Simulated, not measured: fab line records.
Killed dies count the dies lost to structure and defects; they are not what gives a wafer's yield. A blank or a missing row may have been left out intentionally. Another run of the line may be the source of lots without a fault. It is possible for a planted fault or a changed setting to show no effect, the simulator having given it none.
fab line records | flow sky130
record: lots: 13 | wafers: 39 | lastDay: 50
route steps=708 shown FIELD_ISO@17 VT_ADJUST_HVTP@88 VT_ADJUST_HVTR@139
lots untouched by any fault: they come from a run of this same line in which no faults occurred
startH: hours from the record's first day to the start of the lot's first wafer shown | waitH: hours since the lot's step before | " as in the row above | L1.1+2: a row that stands for several wafers | - value missing, or start not given | * or withheld: withheld | < > ~ a bound
route shown NAME@n: a module of which the file shows steps, and the number in the route of the first | usual: mean/standard deviation taken from wafers without a fault | same: alike in all rows | chamber/n: place in a boat | sites: per-site readings | _std_site: the standard deviation of these | _edge_site: the outer-site mean with the inner-site mean subtracted | radiusMm: how far each site lies from the wafer's centre | mask NAME#n: copy n | behind: tool/chamber where the wafer was last shaped | hold: reason for holding the lot/hours on hold/outcome of the hold | device: whichever transistor did not switch (one of n, p or np) | end of line: the route-end tests of the same wafers | for a step that has no rows: nothing shown but its recipe | killed: at the first sort, the dies lost to defects and structure; wafer yield is something else | map: shows each die of a wafer: x if killed, . if not, _ if none is there
set.NAME: the setting as run; set.NAME@STEP: as run at that earlier step | model.NAME: the simulator's own value behind a step, which no gauge read
the route's steps for a sample of lots (tables are steps, rows are wafers)
services: a tool's chamber out of use, with start hour (startH, from the record's first day; less than 0 if before it), hours out, and reason
== steps ==
step: SKY_FIELD_ISO_STRIP_16
recipe: chemistry: O2/N2 | powerW: 1400 | pressureMtorr: 1500 | platenTempC: withheld | o2FlowSccm: 3000 | n2FlowSccm: 300 | overashFraction: 0.5
usual: drypumpMotorCurrentA: 5.9/0.32 | oesProductAu: 0.378/0.005 | stripTimeToEndpointS: 3.55/0.032
lot.wafer | tool           | chamber | startH | waitH | drypumpMotorCurrentA | oesProductAu | rfHoursCounterH | stripTimeToEndpointS
L764.2    | plasmaAsher-02 | 0       | 37.54  | 0.0   | 6.4                  | 0.388        | 33              | 3.53
L764.3    | "              | 1       | "      | "     | 5.5                  | 0.373        | -               | 3.54
L764.6    | "              | 0       | "      | "     | 6.4                  | 0.381        | -               | 3.55
L765.1    | plasmaAsher-02 | 0       | 41.76  | 0.0   | 6.4                  | 0.377        | 34              | 3.51
L765.2    | "              | 1       | "      | "     | 5.5                  | 0.376        | 34              | 3.53
L765.6    | "              | 0       | "      | "     | 6.4                  | 0.376        | -               | 3.50
L766.1    | plasmaAsher-01 | 1       | 46.17  | 0.1   | 5.7                  | 0.388        | 39              | 3.56
L766.2    | "              | 0       | "      | "     | 5.7                  | 0.389        | 39              | 3.58
L766.3    | "              | 1       | "      | "     | 5.8                  | 0.384        | -               | 3.60
L770.2    | plasmaAsher-04 | 0       | 64.81  | 0.0   | 6.1                  | 0.383        | 27              | 3.61
L770.4    | "              | 0       | "      | "     | 6.1                  | 0.376        | -               | 3.61
L770.5    | "              | 0       | "      | "     | 6.1                  | 0.377        | -               | 3.61
L771.3    | plasmaAsher-02 | 0       | 70.69  | 0.1   | 6.4                  | 0.382        | -               | 3.62
L771.4    | "              | 1       | "      | "     | 5.5                  | 0.385        | -               | 3.63
L771.6    | "              | 0       | "      | "     | 6.4                  | 0.381        | -               | 3.64
L772.1    | plasmaAsher-04 | 0       | 75.96  | 0.0   | 6.1                  | 0.377        | 28              | 3.58
L772.2    | "              | 1       | "      | "     | 6.0                  | 0.380        | 28              | 3.55
L772.6    | "              | 1       | "      | "     | 6.0                  | 0.381        | -               | 3.58
L774.4    | plasmaAsher-02 | 1       | 91.02  | 0.1   | 5.5                  | 0.375        | -               | 3.63
L774.5    | "              | 0       | "      | "     | 6.4                  | 0.376        | -               | 3.52
L774.6    | "              | 1       | "      | "     | 5.5                  | 0.379        | -               | 3.55
L775.2    | plasmaAsher-02 | 0       | 96.30  | 0.0   | 6.4                  | 0.380        | 39              | 3.59
L775.4    | "              | 1       | "      | "     | 5.5                  | 0.378        | -               | 3.52
L775.5    | "              | 0       | "      | "     | 6.4                  | 0.383        | -               | 3.57
L776.1    | plasmaAsher-01 | 0       | 99.50  | 0.0   | 5.7                  | 0.377        | 45              | 3.53
L776.2    | "              | 1       | "      | "     | 5.7                  | 0.378        | 45              | 3.51
L776.4    | "              | 1       | "      | "     | 5.8                  | 0.377        | -               | 3.52
L777.1    | plasmaAsher-01 | 0       | 103.79 | 0.0   | 5.7                  | 0.382        | 45              | 3.55
L777.3    | "              | 1       | "      | "     | 5.8                  | 0.370        | -               | 3.52
L777.5    | "              | 1       | "      | "     | 5.8                  | 0.376        | -               | 3.53
L784.3    | plasmaAsher-02 | 1       | 138.57 | 0.1   | 5.5                  | 0.380        | -               | 3.57
L784.4    | "              | 0       | "      | "     | 6.4                  | 0.381        | -               | 3.56
L784.5    | "              | 1       | "      | "     | 5.5                  | 0.375        | -               | 3.58
L785.1    | plasmaAsher-01 | 0       | 145.69 | 0.0   | 5.7                  | 0.386        | 51              | 3.55
L785.3    | "              | 1       | "      | "     | 5.7                  | 0.373        | -               | 3.58
L785.4    | "              | 0       | "      | "     | 5.7                  | 0.380        | -               | 3.55
L786.1    | plasmaAsher-04 | 0       | 149.66 | 0.0   | 6.0                  | 0.375        | 34              | 3.51
L786.2    | "              | 1       | "      | "     | 6.0                  | 0.380        | 34              | 3.53
L786.3    | "              | 0       | "      | "     | 6.0                  | 0.381        | -               | 3.53
step: SKY_VT_ADJUST_HVTP_SOFTBAKE_03
recipe: tempC: 90 | timeS: 60 | resist: NOVOLAK
usual: heaterPowerTotalW: 56.60/0.042 | plateTempC: 90.01/0.12
lot.wafer | tool          | chamber | startH | waitH | heaterPowerTotalW | plateTempC
L764.2    | lithoTrack-03 | 0       | 122.04 | 0.1   | 56.58             | 89.96
L764.3    | "             | 0       | "      | "     | 56.58             | 89.82
L764.6    | "             | 0       | "      | "     | 56.70             | 90.01
L765.1    | lithoTrack-02 | 0       | 126.72 | 0.1   | 56.57             | 90.05
L765.2    | "             | 0       | "      | "     | 56.58             | 89.98
L765.6    | "             | 0       | "      | "     | 56.65             | 90.25
L766.1    | lithoTrack-01 | 0       | 131.34 | 0.1   | 56.58             | 89.96
L766.2    | "             | 0       | "      | "     | 56.65             | 89.96
L766.3    | "             | 0       | "      | "     | 56.63             | 90.08
L770.2    | lithoTrack-02 | 0       | 157.09 | 0.1   | 56.64             | 89.90
L770.4    | "             | 0       | "      | "     | 56.54             | 89.97
L770.5    | "             | 0       | "      | "     | 56.62             | 89.99
L771.3    | lithoTrack-01 | 0       | 162.34 | 0.1   | 56.63             | 89.91
L771.4    | "             | 0       | "      | "     | 56.62             | 89.98
L771.6    | "             | 0       | "      | "     | 56.59             | 90.11
L772.1    | lithoTrack-01 | 0       | 168.84 | 0.1   | 56.58             | 90.07
L772.2    | "             | 0       | "      | "     | 56.54             | 90.11
L772.6    | "             | 0       | "      | "     | 56.67             | 90.17
L774.4    | lithoTrack-01 | 0       | 182.46 | 0.1   | 57.17             | 90.52
L774.5    | "             | 0       | "      | "     | 57.21             | 90.57
L774.6    | "             | 0       | "      | "     | 57.17             | 90.45
L775.2    | lithoTrack-03 | 0       | 193.74 | 0.1   | 56.59             | 89.99
L775.4    | "             | 0       | "      | "     | 56.57             | 89.90
L775.5    | "             | 0       | "      | "     | 56.61             | 89.83
L776.1    | lithoTrack-01 | 0       | 200.69 | 0.1   | 57.18             | 90.47
L776.2    | "             | 0       | "      | "     | 57.13             | 90.36
L776.4    | "             | 0       | "      | "     | 57.15             | 90.57
L777.1    | lithoTrack-03 | 0       | 208.22 | 0.1   | 56.57             | 90.09
L777.3    | "             | 0       | "      | "     | 56.59             | 90.20
L777.5    | "             | 0       | "      | "     | 56.51             | 90.16
L784.3    | lithoTrack-03 | 0       | 241.72 | 0.1   | 56.71             | 90.22
L784.4    | "             | 0       | "      | "     | 56.61             | 89.97
L784.5    | "             | 0       | "      | "     | 56.67             | 90.05
L785.1    | lithoTrack-02 | 0       | 249.92 | 0.1   | 56.64             | 90.05
L785.3    | "             | 0       | "      | "     | 56.58             | 89.77
L785.4    | "             | 0       | "      | "     | 56.57             | 89.96
L786.1    | lithoTrack-01 | 0       | 258.09 | 0.1   | 56.50             | 90.10
L786.2    | "             | 0       | "      | "     | 56.53             | 90.30
L786.3    | "             | 0       | "      | "     | 56.65             | 90.05
step: SKY_VT_ADJUST_HVTR_OVL_MEAS_08
usual: VT_ADJUST_HVTR_OVL: 0.3/1.6
lot.wafer | tool       | chamber | startH | waitH | VT_ADJUST_HVTR_OVL[nm]
L764.2    | overlay-01 | -       | 213.49 | 0.1   | 0.6
L764.3    | "          | -       | "      | "     | 0.2
L764.6    | "          | -       | "      | "     | 1.4
L765.1    | overlay-01 | -       | 218.53 | 0.1   | 0.8
L765.2    | "          | -       | "      | "     | 2.3
L765.6    | "          | -       | "      | "     | 0.0
L766.1    | overlay-02 | -       | 224.33 | 0.1   | 0.2
L766.2    | "          | -       | "      | "     | 0.5
L766.3    | "          | -       | "      | "     | 0.2
L770.2    | overlay-01 | -       | 257.59 | 0.1   | -0.5
L770.4    | "          | -       | "      | "     | 0.2
L770.5    | "          | -       | "      | "     | 0.0
L771.3    | overlay-01 | -       | 261.99 | 0.1   | -0.4
L771.4    | "          | -       | "      | "     | -0.1
L771.6    | "          | -       | "      | "     | -0.1
L772.1    | overlay-02 | -       | 270.88 | 0.1   | 0.2
L772.2    | "          | -       | "      | "     | 0.5
L772.6    | "          | -       | "      | "     | -0.5
L774.4    | overlay-01 | -       | 285.03 | 0.1   | 1.8
L774.5    | "          | -       | "      | "     | 2.8
L774.6    | "          | -       | "      | "     | 2.0
L775.2    | overlay-01 | -       | 298.44 | 0.1   | 0.5
L775.4    | "          | -       | "      | "     | 0.5
L775.5    | "          | -       | "      | "     | -1.3
L776.1    | overlay-01 | -       | 304.99 | 0.1   | 3.2
L776.2    | "          | -       | "      | "     | 2.2
L776.4    | "          | -       | "      | "     | 1.2
L777.1    | overlay-01 | -       | 314.36 | 0.1   | 0.0
L777.3    | "          | -       | "      | "     | 0.6
L777.5    | "          | -       | "      | "     | -1.7
L784.3    | overlay-01 | -       | 351.99 | 0.1   | 2.1
L784.4    | "          | -       | "      | "     | 1.0
L784.5    | "          | -       | "      | "     | 1.5
L785.1    | overlay-02 | -       | 361.51 | 0.1   | -2.1
L785.3    | "          | -       | "      | "     | -1.6
L785.4    | "          | -       | "      | "     | -1.8
L786.1    | overlay-02 | -       | 371.36 | 0.1   | 0.7
L786.2    | "          | -       | "      | "     | 0.2
L786.3    | "          | -       | "      | "     | 0.4
step: SKY_VT_ADJUST_HVTR_STRIP_10
recipe: chemistry: O2/N2 | powerW: 1400 | pressureMtorr: 1500 | platenTempC: withheld | o2FlowSccm: 3000 | n2FlowSccm: 300 | overashFraction: 0.5
usual: drypumpMotorCurrentA: 5.91/0.28 | oesProductAu: 0.716/0.0044 | stripTimeToEndpointS: 14.16/0.037
lot.wafer | tool           | chamber | startH | waitH | drypumpMotorCurrentA | oesProductAu | rfHoursCounterH | stripTimeToEndpointS
L764.2    | plasmaAsher-01 | 0       | 213.67 | 0.1   | 5.71                 | 0.710        | 58              | 14.18
L764.3    | "              | 0       | "      | "     | 5.70                 | 0.712        | -               | 14.18
L764.6    | "              | 1       | "      | "     | 5.76                 | 0.714        | -               | 14.18
L765.1    | plasmaAsher-03 | 0       | 218.72 | 0.1   | 6.22                 | 0.720        | 7               | 14.10
L765.2    | "              | 1       | "      | "     | 5.95                 | 0.716        | 7               | 14.14
L765.6    | "              | 0       | "      | "     | 6.18                 | 0.717        | -               | 14.14
L766.1    | plasmaAsher-01 | 0       | 224.52 | 0.1   | 5.73                 | 0.715        | 59              | 14.21
L766.2    | "              | 1       | "      | "     | 5.76                 | 0.720        | 59              | 14.22
L766.3    | "              | 0       | "      | "     | 5.75                 | 0.716        | -               | 14.20
L770.2    | plasmaAsher-01 | 0       | 257.77 | 0.1   | 5.71                 | 0.719        | 62              | 14.17
L770.4    | "              | 1       | "      | "     | 5.75                 | 0.721        | -               | 14.17
L770.5    | "              | 1       | "      | "     | 5.74                 | 0.725        | -               | 14.16
L771.3    | plasmaAsher-01 | 0       | 262.20 | 0.1   | 5.73                 | 0.714        | -               | 14.15
L771.4    | "              | 1       | "      | "     | 5.76                 | 0.714        | -               | 14.17
L771.6    | "              | 1       | "      | "     | 5.77                 | 0.711        | -               | 14.16
L772.1    | plasmaAsher-03 | 1       | 271.07 | 0.1   | 5.93                 | 0.717        | 12              | 14.20
L772.2    | "              | 0       | "      | "     | 6.16                 | 0.716        | 12              | 14.23
L772.6    | "              | 0       | "      | "     | 6.15                 | 0.713        | -               | 14.18
L774.4    | plasmaAsher-02 | 1       | 285.23 | 0.1   | 5.53                 | 0.711        | -               | 14.21
L774.5    | "              | 0       | "      | "     | 6.36                 | 0.719        | -               | 14.23
L774.6    | "              | 1       | "      | "     | 5.53                 | 0.714        | -               | 14.21
L775.2    | plasmaAsher-02 | 0       | 298.69 | 0.1   | 6.36                 | 0.723        | 60              | 14.18
L775.4    | "              | 1       | "      | "     | 5.52                 | 0.721        | -               | 14.16
L775.5    | "              | 1       | "      | "     | 5.53                 | 0.711        | -               | 14.16
L776.1    | plasmaAsher-02 | 0       | 305.17 | 0.1   | 6.38                 | 0.722        | 61              | 14.14
L776.2    | "              | 1       | "      | "     | 5.53                 | 0.723        | 61              | 14.12
L776.4    | "              | 1       | "      | "     | 5.53                 | 0.711        | -               | 14.15
L777.1    | plasmaAsher-03 | 0       | 314.54 | 0.1   | 6.15                 | 0.718        | 16              | 14.18
L777.3    | "              | 1       | "      | "     | 5.96                 | 0.712        | -               | 14.22
L777.5    | "              | 0       | "      | "     | 6.16                 | 0.716        | -               | 14.21
L784.3    | plasmaAsher-03 | 1       | 352.20 | 0.1   | 5.96                 | 0.717        | -               | 14.13
L784.4    | "              | 0       | "      | "     | 6.17                 | 0.719        | -               | 14.12
L784.5    | "              | 0       | "      | "     | 6.16                 | 0.717        | -               | 14.13
L785.1    | plasmaAsher-01 | 1       | 361.69 | 0.1   | 5.75                 | 0.712        | 73              | 14.16
L785.3    | "              | 0       | "      | "     | 5.72                 | 0.720        | -               | 14.14
L785.4    | "              | 1       | "      | "     | 5.74                 | 0.718        | -               | 14.13
L786.1    | plasmaAsher-01 | 1       | 371.54 | 0.1   | 5.75                 | 0.713        | 74              | 14.12
L786.2    | "              | 0       | "      | "     | 5.70                 | 0.713        | 74              | 14.10
L786.3    | "              | 1       | "      | "     | 5.74                 | 0.710        | -               | 14.13
== services ==
tool           | chamber | startH | hours | kind
plasmaAsher-03 | -       | 15.51  | 45.2  | repair
plasmaAsher-02 | -       | 55.25  | 14.6  | pm
plasmaAsher-04 | -       | 87.45  | 26.7  | repair
plasmaAsher-04 | -       | 102.64 | 3.3   | repair
plasmaAsher-03 | -       | 108.75 | 9.0   | pm
plasmaAsher-03 | 0       | 108.75 | 9.0   | ventCycle
plasmaAsher-03 | 1       | 108.75 | 9.0   | ventCycle
plasmaAsher-03 | 0       | 117.75 | -     | clean
plasmaAsher-03 | 1       | 117.75 | -     | clean
plasmaAsher-03 | -       | 129.83 | 25.0  | pm
plasmaAsher-02 | -       | 141.49 | 2.5   | repair
plasmaAsher-03 | -       | 263.95 | 3.8   | repair
plasmaAsher-02 | -       | 268.88 | 1.4   | repair
plasmaAsher-03 | -       | 310.88 | 2.8   | pm
plasmaAsher-04 | -       | 314.19 | 2.8   | pm
plasmaAsher-03 | -       | 315.51 | 2.1   | repair
plasmaAsher-04 | -       | 363.16 | 14.6  | pm
plasmaAsher-02 | -       | 370.50 | 2.0   | repair
== key ==
firstSign: step: SKY_VT_ADJUST_HVTP_SOFTBAKE_03 | reading: heaterPowerTotalW | direction: up | sigmas: 14 | usual: * | struck: *
effect: step: SKY_VT_ADJUST_HVTP_SOFTBAKE_03 | reading: plateTempC | direction: up | sigmas: 3.9 | usual: * | struck: *
metAt SKY_VT_ADJUST_HVTP_SOFTBAKE_03
struckLots L774,L776
testerLeftOut L774,L776
notActingAt SKY_FIELD_ISO_STRIP_16,SKY_VT_ADJUST_HVTR_OVL_MEAS_08,SKY_VT_ADJUST_HVTR_STRIP_10
onsetBetween 168.84 182.46
fault: kind: processParameterDrift | tool: lithoTrack-01 | chamber: - | onsetH: 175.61 | steps: SKY_VT_ADJUST_HVTP_SOFTBAKE_03 | channel: tempC | offset: * | shape: step | endH: 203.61 | actsIn: * | stated: *
testerLeftOut: of these lots the tester's yield and bins aren't shown, on N5 and GAA mostly nor the transistor test; their killed dies are dies lost to structure and defects alone, not to doping, threshold or leakage, so they don't give the yield
